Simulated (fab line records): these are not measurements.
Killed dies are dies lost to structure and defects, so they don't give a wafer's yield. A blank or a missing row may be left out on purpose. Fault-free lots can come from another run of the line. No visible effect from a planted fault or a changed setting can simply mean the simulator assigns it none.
Which tool is to blame? / flow sky130 / Sampling: 11 lots, 33 wafers, 5 of 708 route steps

== WHAT THE GAUGES SHOWED, per wafer ==
SKY_VT_ADJUST_HVTP_OVL_MEAS_08.
lot=L247; measured=day 6 10:13; on=overlay-01; VT_ADJUST_HVTP_OVL (nm)=0.4 0.1 -3.0
lot=L248; measured=day 6 14:37; on=overlay-01; VT_ADJUST_HVTP_OVL (nm)=-0.9 -1.0 -0.7
lot=L250; measured=day 7 04:40; on=overlay-01; VT_ADJUST_HVTP_OVL (nm)=1.7 -0.8 1.4
lot=L256; measured=day 8 19:13; on=overlay-02; VT_ADJUST_HVTP_OVL (nm)=0.8 -0.4 0.1
lot=L260; measured=day 9 17:49; on=overlay-02; VT_ADJUST_HVTP_OVL (nm)=-0.7 1.4 -0.2
lot=L261; measured=day 10 00:48; on=overlay-02; VT_ADJUST_HVTP_OVL (nm)=0.9 1.0 1.5
lot=L262; measured=day 10 06:04; on=overlay-02; VT_ADJUST_HVTP_OVL (nm)=-1.5 -2.4 -0.5
lot=L264; measured=day 10 22:53; on=overlay-01; VT_ADJUST_HVTP_OVL (nm)=0.7 1.5 -0.1
lot=L266; measured=day 11 12:49; on=overlay-01; VT_ADJUST_HVTP_OVL (nm)=-1.1 0.4 -0.2
lot=L268; measured=day 11 21:28; on=overlay-01; VT_ADJUST_HVTP_OVL (nm)=1.1 2.1 1.3
lot=L269; measured=day 13 04:43; on=overlay-02; VT_ADJUST_HVTP_OVL (nm)=-0.3 0.7 -2.2

SKY_LDD_N_TW_MEAS_17.
lot=L247; measured=day 18 06:41; on=film-metro-02; LDD_N_TW=2618 2618 2607
lot=L248; measured=day 18 10:59; on=film-metro-02; LDD_N_TW=2708 2713 2721
lot=L250; measured=day 19 10:09; on=film-metro-02; LDD_N_TW=2721 2734 2719
lot=L256; measured=day 21 17:00; on=film-metro-03; LDD_N_TW=2640 2644 2638
lot=L260; measured=day 22 20:18; on=film-metro-03; LDD_N_TW=2558 2554 2549
lot=L261; measured=day 23 09:19; on=film-metro-04; LDD_N_TW=2582 2601 2583
lot=L262; measured=day 23 17:14; on=film-metro-04; LDD_N_TW=2585 2593 2584
lot=L264; measured=day 24 15:59; on=film-metro-04; LDD_N_TW=2596 2578 2578
lot=L266; measured=day 25 07:11; on=film-metro-03; LDD_N_TW=2550 2526 2543
lot=L268; measured=day 26 06:04; on=film-metro-02; LDD_N_TW=2611 2592 2606
lot=L269; measured=day 27 00:32; on=film-metro-02; LDD_N_TW=2601 2600 2597

== TOOL THAT RAN EACH LOT (tool first, then ch and the chambers of the sampled wafers, then the start) ==
lot=L247; SKY_FIELD_ISO_ETCH_17=rie-si-02 ch 0,2,3, day 2 12:48; SKY_LDD_N_IMPLANT_10=implanter-02 ch 0, day 18 05:42; SKY_LDD_N_STRIP_16=plasma-asher-02 ch 0,1, day 18 06:35
lot=L248; SKY_FIELD_ISO_ETCH_17=rie-si-01 ch 1,2, day 2 15:51; SKY_LDD_N_IMPLANT_10=implanter-01 ch 0, day 18 09:41; SKY_LDD_N_STRIP_16=plasma-asher-03 ch 0,1, day 18 10:53
lot=L250; SKY_FIELD_ISO_ETCH_17=rie-si-02 ch 1,2,3, day 3 00:45; SKY_LDD_N_IMPLANT_10=implanter-01 ch 0, day 19 08:46; SKY_LDD_N_STRIP_16=plasma-asher-01 ch 0,1, day 19 10:04
lot=L256; SKY_FIELD_ISO_ETCH_17=rie-si-01 ch 1,2, day 4 11:06; SKY_LDD_N_IMPLANT_10=implanter-02 ch 0, day 21 15:42; SKY_LDD_N_STRIP_16=plasma-asher-02 ch 0,1, day 21 16:53
lot=L260; SKY_FIELD_ISO_ETCH_17=rie-si-01 ch 0,1,2, day 5 05:00; SKY_LDD_N_IMPLANT_10=implanter-01 ch 0, day 22 19:20; SKY_LDD_N_STRIP_16=plasma-asher-02 ch 0,1, day 22 20:13
lot=L261; SKY_FIELD_ISO_ETCH_17=rie-si-01 ch 0,1, day 5 10:39; SKY_LDD_N_IMPLANT_10=implanter-04 ch 0, day 23 08:19; SKY_LDD_N_STRIP_16=plasma-asher-02 ch 0,1, day 23 09:13
lot=L262; SKY_FIELD_ISO_ETCH_17=rie-si-01 ch 0,1,2, day 5 16:39; SKY_LDD_N_IMPLANT_10=implanter-04 ch 0, day 23 16:14; SKY_LDD_N_STRIP_16=plasma-asher-03 ch 0,1, day 23 17:07
lot=L264; SKY_FIELD_ISO_ETCH_17=rie-si-02 ch 1,3, day 6 03:39; SKY_LDD_N_IMPLANT_10=implanter-04 ch 0, day 24 14:59; SKY_LDD_N_STRIP_16=plasma-asher-02 ch 0,1, day 24 15:53
lot=L266; SKY_FIELD_ISO_ETCH_17=rie-si-01 ch 1,3, day 6 13:51; SKY_LDD_N_IMPLANT_10=implanter-04 ch 0, day 25 06:13; SKY_LDD_N_STRIP_16=plasma-asher-02 ch 0,1, day 25 07:06
lot=L268; SKY_FIELD_ISO_ETCH_17=rie-si-02 ch 0,1,3, day 7 00:34; SKY_LDD_N_IMPLANT_10=implanter-02 ch 0, day 26 05:04; SKY_LDD_N_STRIP_16=plasma-asher-01 ch 0,1, day 26 05:58
lot=L269; SKY_FIELD_ISO_ETCH_17=rie-si-02 ch 0,1, day 7 05:28; SKY_LDD_N_IMPLANT_10=implanter-02 ch 0, day 26 23:34; SKY_LDD_N_STRIP_16=plasma-asher-03 ch 0,1, day 27 00:27
- SKY_FIELD_ISO_ETCH_17: etches Si in HBr/Cl2/O2, target depth 342 nm, time 97.7 s.
- SKY_LDD_N_IMPLANT_10
- SKY_LDD_N_STRIP_16: strips in O2/N2.

== AS READ BY THE TOOLS THEMSELVES (means over the sampled wafers that have a number; for cases with no such wafer, the mark the record gives instead) ==
SKY_FIELD_ISO_ETCH_17.
lot=L247; tool=rie-si-02; bias-w (W)=149.6; drypump-motor-current-A (A)=5.9; oes-product-au (a.u.)=1.003; rf-fwd-power-W (W)=594.8; throttle-valve-pct (%)=25.658
lot=L248; tool=rie-si-01; bias-w (W)=150.2; drypump-motor-current-A (A)=5.9; oes-product-au (a.u.)=0.985; rf-fwd-power-W (W)=597.4; throttle-valve-pct (%)=25.670
lot=L250; tool=rie-si-02; bias-w (W)=150.0; drypump-motor-current-A (A)=6.0; oes-product-au (a.u.)=0.990; rf-fwd-power-W (W)=595.2; throttle-valve-pct (%)=25.665
lot=L256; tool=rie-si-01; bias-w (W)=150.1; drypump-motor-current-A (A)=5.8; oes-product-au (a.u.)=0.987; rf-fwd-power-W (W)=597.3; throttle-valve-pct (%)=25.670
lot=L260; tool=rie-si-01; bias-w (W)=150.2; drypump-motor-current-A (A)=5.8; oes-product-au (a.u.)=0.996; rf-fwd-power-W (W)=596.8; throttle-valve-pct (%)=25.664
lot=L261; tool=rie-si-01; bias-w (W)=149.4; drypump-motor-current-A (A)=5.8; oes-product-au (a.u.)=0.995; rf-fwd-power-W (W)=599.1; throttle-valve-pct (%)=25.664
lot=L262; tool=rie-si-01; bias-w (W)=149.9; drypump-motor-current-A (A)=5.8; oes-product-au (a.u.)=0.980; rf-fwd-power-W (W)=597.6; throttle-valve-pct (%)=25.664
lot=L264; tool=rie-si-02; bias-w (W)=150.2; drypump-motor-current-A (A)=5.8; oes-product-au (a.u.)=0.996; rf-fwd-power-W (W)=596.9; throttle-valve-pct (%)=25.655
lot=L266; tool=rie-si-01; bias-w (W)=150.2; drypump-motor-current-A (A)=6.1; oes-product-au (a.u.)=0.994; rf-fwd-power-W (W)=597.9; throttle-valve-pct (%)=25.666
lot=L268; tool=rie-si-02; bias-w (W)=150.1; drypump-motor-current-A (A)=5.8; oes-product-au (a.u.)=0.997; rf-fwd-power-W (W)=596.7; throttle-valve-pct (%)=25.655
lot=L269; tool=rie-si-02; bias-w (W)=149.8; drypump-motor-current-A (A)=5.7; oes-product-au (a.u.)=0.994; rf-fwd-power-W (W)=596.0; throttle-valve-pct (%)=25.653

SKY_LDD_N_IMPLANT_10.
lot=L247; tool=implanter-02; beam-on-s (s)=10.07
lot=L248; tool=implanter-01; beam-on-s (s)=10.13
lot=L250; tool=implanter-01; beam-on-s (s)=10.02
lot=L256; tool=implanter-02; beam-on-s (s)=9.93
lot=L260; tool=implanter-01; beam-on-s (s)=10.14
lot=L261; tool=implanter-04; beam-on-s (s)=10.02
lot=L262; tool=implanter-04; beam-on-s (s)=10.08
lot=L264; tool=implanter-04; beam-on-s (s)=10.08
lot=L266; tool=implanter-04; beam-on-s (s)=10.12
lot=L268; tool=implanter-02; beam-on-s (s)=9.77
lot=L269; tool=implanter-02; beam-on-s (s)=10.05

SKY_LDD_N_STRIP_16.
lot=L247; tool=plasma-asher-02; drypump-motor-current-A (A)=5.7; oes-product-au (a.u.)=0.402; strip-time-to-endpoint-s (s)=4.305
lot=L248; tool=plasma-asher-03; drypump-motor-current-A (A)=5.5; oes-product-au (a.u.)=0.405; strip-time-to-endpoint-s (s)=4.515
lot=L250; tool=plasma-asher-01; drypump-motor-current-A (A)=6.1; oes-product-au (a.u.)=0.410; strip-time-to-endpoint-s (s)=4.535
lot=L256; tool=plasma-asher-02; drypump-motor-current-A (A)=5.4; oes-product-au (a.u.)=0.403; strip-time-to-endpoint-s (s)=4.520
lot=L260; tool=plasma-asher-02; drypump-motor-current-A (A)=5.4; oes-product-au (a.u.)=0.406; strip-time-to-endpoint-s (s)=4.294
lot=L261; tool=plasma-asher-02; drypump-motor-current-A (A)=5.7; oes-product-au (a.u.)=0.411; strip-time-to-endpoint-s (s)=4.318
lot=L262; tool=plasma-asher-03; drypump-motor-current-A (A)=5.8; oes-product-au (a.u.)=0.405; strip-time-to-endpoint-s (s)=4.291
lot=L264; tool=plasma-asher-02; drypump-motor-current-A (A)=5.7; oes-product-au (a.u.)=0.407; strip-time-to-endpoint-s (s)=4.321
lot=L266; tool=plasma-asher-02; drypump-motor-current-A (A)=5.4; oes-product-au (a.u.)=0.407; strip-time-to-endpoint-s (s)=4.312
lot=L268; tool=plasma-asher-01; drypump-motor-current-A (A)=5.9; oes-product-au (a.u.)=0.411; strip-time-to-endpoint-s (s)=4.321
lot=L269; tool=plasma-asher-03; drypump-motor-current-A (A)=5.8; oes-product-au (a.u.)=0.404; strip-time-to-endpoint-s (s)=4.313

== THE ANSWER, worked out from the rows above alone ==
Rule: the lots themselves supply what counts as usual. The widest of any qualifying gaps counts: lots, ordered by their means at a reading, are off when they make up no more than a third of the lots, leave a main group of 4 or more, and stand apart from it by 3 or more times the standard deviation of that group's means. The tables above print the reading to a certain number of digits; a main group whose means all agree to those digits is not used. A lot without any number at a reading at which 4 lots or more have one is off too. The other lots that the step has rows for count as sound. Order of review: gauges by route order, followed by the tools' own readings, for which a lot's mean as printed above is used. The first step at which some lot is off is used, and at that step the reading that is off furthest; a lot without a number counts as furthest.
Off: L248, L250, L256, at SKY_LDD_N_STRIP_16 (strip-time-to-endpoint-s). The main group: mean 4.309 s, standard deviation 0.011.
If a tool, at that step or one of the process steps before it, ran each lot that is off and ran no sound lot following the first of them, it fits. Of those tried, none fits.

== WHAT THE SIMULATOR HAD PUT IN ==
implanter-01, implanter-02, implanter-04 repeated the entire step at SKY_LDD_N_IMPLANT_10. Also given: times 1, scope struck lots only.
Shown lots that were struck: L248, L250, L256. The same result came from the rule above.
